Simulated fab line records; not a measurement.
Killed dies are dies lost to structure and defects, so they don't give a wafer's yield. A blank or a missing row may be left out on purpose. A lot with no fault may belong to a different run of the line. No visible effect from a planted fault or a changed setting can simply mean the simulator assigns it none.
Matching of chambers | flow sfq line | cmp-01 running SFQ_TRILAYER_I7_CMP_CMP_184: 4 sister chambers
The step polishes SiO2. 4 wafers are shown with their chamber, then 8 later ones without.

== WAFERS PAIRED WITH THEIR CHAMBERS ==
wafer  | chamber | motor current A (A)
L510.4 | 2       | 11.2
L512.1 | 0       | 10.0
L512.3 | 3       | 10.0
L514.1 | 1       | 10.2

== WAFERS WITH NO CHAMBER GIVEN ==
wafer  | motor current A (A)
L514.2 | 9.9
L514.5 | 10.2
L516.1 | 9.9
L516.2 | 10.1
L516.6 | 10.3
L518.3 | 9.3
L518.5 | 10.8
L518.6 | 10.2

== EACH ONE'S CHAMBER ==
wafer  | from the rows above               | in truth
L514.2 | can't be placed: 0 or 3 or 1      | 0
L514.5 | can't be placed: 1 or 0 or 3      | 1
L516.1 | can't be placed: 0 or 3 or 1      | 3
L516.2 | can't be placed: 0 or 1 or 3      | 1
L516.6 | can't be placed: 1 or 0 or 3      | 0
L518.3 | can't be placed: 0 or 3 or 1      | 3
L518.5 | can't be placed: 2 or 1 or 0 or 3 | 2
L518.6 | can't be placed: 1 or 0 or 3      | 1
0 of 8 placed correctly. Not placeable from these rows: 8 (in 8, the candidates include the true chamber). Number placed wrongly: 0.
How it was worked out, from the rows above alone: a wafer's distance from a chamber is the root of the sum, over the readings, of the square of ((its reading less the chamber's mean) divided by the reading's scatter). The wafer belongs to the nearest chamber; if the next one is less than 2 further off, it can't be placed. Each chamber's mean is taken over the wafers shown for it. The scatter: with one shown wafer a chamber, the root of the mean of the squares of how far each hidden wafer lies from its nearest shown one.
